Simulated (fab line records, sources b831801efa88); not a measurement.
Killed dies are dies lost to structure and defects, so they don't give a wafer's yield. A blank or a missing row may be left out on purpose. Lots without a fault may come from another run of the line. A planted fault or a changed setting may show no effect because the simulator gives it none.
One fault seen from 2 desks | flow gf180mcu | each desk has only its own numbers; what lay behind them comes last

THE TOOL OWNER'S DESK: rie_diel-01
The tool's own readings at GF_STI_ETCH_13 (etches the open film in CHF3/O2, stops on Si, target depth 282.31 nm, time 112.9 s): means of the sampled wafers that have a number, for each lot that ran on this tool. A lot is out of limits, marked OUT, if its mean lies more than 4 standard deviations from the usual mean; the brackets give that distance.
Columns: A = drypump_motor_current_A at GF_STI_ETCH_13, usual 5.7 A; B = oes_product_au at GF_STI_ETCH_13, usual 0.829 a.u.; C = rf_fwd_power_W at GF_STI_ETCH_13, usual 597.4 W; D = run_length_s at GF_STI_ETCH_13, usual 141.2 s; E = throttle_valve_pct at GF_STI_ETCH_13, usual 8.810 %
lot  | first seen here | A   | B               | C     | D               | E
L230 | day 2 10:59     | 5.0 | 0.837           | 597.2 | 141.5           | 8.809
L232 | day 2 21:29     | 5.9 | 0.826           | 598.5 | 141.3           | 8.808
L235 | day 3 13:10     | 5.6 | 0.906 (+13) OUT | -     | 131.7 (-23) OUT | 8.833
L239 | day 4 10:35     | 5.4 | 0.909 (+14) OUT | -     | 132.3 (-21) OUT | 8.831
This desk's finding: out of limits on L235, L239; first on L235, day 3 13:10 (oes_product_au at GF_STI_ETCH_13). In limits: L230, L232.

THE METROLOGY DESK
What the gauges read, lot by lot, whatever tool the lot ran on: means of the sampled wafers that have a number. A lot is out of limits, marked OUT, if its mean lies more than 4 standard deviations from the usual mean; the brackets give that distance.
Columns: A = INCOMING_BOW at GF_STI_BOW_MEAS_00, usual 1 um
lot  | first seen here | A
L228 | day 1 10:02     | 4
L229 | day 1 15:01     | -3
L230 | day 1 20:04     | 3
L232 | day 2 06:00     | 4
L235 | day 2 21:01     | 3
L239 | day 3 17:01     | 2
L242 | day 4 08:00     | 1
L246 | day 5 04:00     | -10
L247 | day 5 09:02     | 8
L248 | day 5 14:01     | 1
L251 | day 6 05:00     | 0
This desk's finding: nothing out of limits on any of the 11 lots.

PUT TOGETHER
The tool owner's desk could have raised an alarm at day 3 13:10, on L235, L239.
The metrology desk saw nothing out of limits.
The metrology desk has L235, L239 on record, within its limits.
Of the lots named, all ran GF_STI_ETCH_13 on rie_diel-01.

WHAT THE SIMULATOR HAD PUT IN
Process parameter drift: rie_diel-01, from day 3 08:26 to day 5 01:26, at GF_STI_ETCH_13. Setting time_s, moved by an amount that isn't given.
Lots struck among those shown: L235, L239.
Hours from the fault's start to each desk's first reading out of limits: the tool owner's desk, 5.
